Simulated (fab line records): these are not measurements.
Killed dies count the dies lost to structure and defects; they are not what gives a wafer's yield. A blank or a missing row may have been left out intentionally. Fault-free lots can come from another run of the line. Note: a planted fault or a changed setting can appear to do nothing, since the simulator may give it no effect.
Comparing a struck lot with a sound one + flow sky130 + 14 steps out of a route of 708
Sound: these wafers, L257.2, L257.3, L257.4. Wafers L254.2, L254.4, L254.6 were the ones struck. The cause comes at the end.
Per side, at each step with rows, come the tool, then ch with its chambers, and then its first start. Under that, the readings that differ: sound wafers + struck wafers + difference of the means + sigmas: that difference in standard deviations of wafers without a fault.
alike: a reading whose means differ by less than 2 such deviations, as well as words and numbers matching on both sides. not compared: withheld readings; readings where some wafer has no value; bounds like >300 that might hide an equal value; numbers whose values overlap and for which the record gives no deviation.
Wherever a step has rows on one side only, a row that says differs or no value, or a row with sigmas, the two part there. Numbers that have no deviation but don't overlap get no sigmas and don't part them. A reading that every wafer of one side lacks parts them only if that side has two wafers or more.

first, 7 steps without rows for these wafers: SKY_METAL2_HMDS_08 (prime time 60 s); SKY_METAL2_COAT_09 (resist thk 60 nm); SKY_METAL2_COAT_10 (resist thk 450 nm); SKY_METAL2_SOFTBAKE_11 (time 90 s); SKY_METAL2_EXPOSE_12 (exposes mask MM2, target cd 140 nm); SKY_METAL2_PEB_13; SKY_METAL2_DEVELOP_14 (develop time 60 s).
SKY_METAL2_CD_MEAS_15: the cd target is 140 nm.
  struck on cdSem-01, day 37 15:27; sound on cdSem-01, day 38 14:47
| reading   | sound             | struck            | difference | sigmas |
|-----------|-------------------|-------------------|------------|--------|
| cdNm (nm) | 135.9 137.1 137.9 | 143.7 142.3 143.6 | +6.2       | +4     |
SKY_METAL2_OVL_MEAS_16:
  struck on overlay-02, day 37 15:34; sound on overlay-02, day 38 14:54
  alike: METAL2_OVL
SKY_METAL2_DESCUM_17: chemistry O2, time 8 s.
  sound on rieMetal-03 ch 0,1, day 38 14:56; struck on rieMetal-03 ch 0,1, day 37 15:35
  alike: drypumpMotorCurrentA, heBacksideLeakSccm, oesProductAu, rfFwdPowerW
  not compared: rfHoursCounterH
SKY_METAL2_ETCH_18: etches BARC in N2/H2, stops on SiO2, time 45.9 s, target depth 60 nm.
  sound on rieMetal-03 ch 0,1, day 38 14:58; struck on rieMetal-03 ch 0,1, day 37 15:37
  alike: drypumpMotorCurrentA, heBacksideLeakSccm, oesProductAu, rfFwdPowerW, throttleValvePct
  not compared: rfHoursCounterH
SKY_METAL2_METAL_ETCH_19: etches the open film in Cl2/BCl3, stops on SiO2, target depth 360 nm, time 78 s.
  sound on rieMetal-03 ch 0,1, day 38 15:02; struck on rieMetal-03 ch 0,1, day 37 15:41
  alike: drypumpMotorCurrentA, heBacksideLeakSccm, oesProductAu, rfFwdPowerW, throttleValvePct
  not compared: rfHoursCounterH
SKY_METAL2_STRIP_20: strips in O2/N2.
  sound on plasmaAsher-04 ch 0,1, day 38 15:07; struck on plasmaAsher-04 ch 0,1, day 37 15:46
  no value came back on the struck wafers for chamberPressureMTorr (mTorr), drypumpMotorCurrentA (A), oesProductAu (a.u.), stripTimeToEndpointS (s); on the sound wafers chamberPressureMTorr (mTorr) reads 1500.5 1500.4 1500.1
| reading                                      | sound | struck            | difference | sigmas |
|----------------------------------------------|-------|-------------------|------------|--------|
| model.KrF-thick_of_METAL2_COAT_10.thkNm (nm) | 0 0 0 | 157.5 158.8 156.6 | +157.6     |        |
  not compared: rfHoursCounterH
then, 1 step without rows for these wafers: SKY_METAL2_STRIP_21 (strips in post etch residue remover, time 1200 s).

WHERE THEY PART
At SKY_METAL2_CD_MEAS_15 first; at SKY_METAL2_STRIP_20 last (within this record only).

WHY: what the simulator had put in
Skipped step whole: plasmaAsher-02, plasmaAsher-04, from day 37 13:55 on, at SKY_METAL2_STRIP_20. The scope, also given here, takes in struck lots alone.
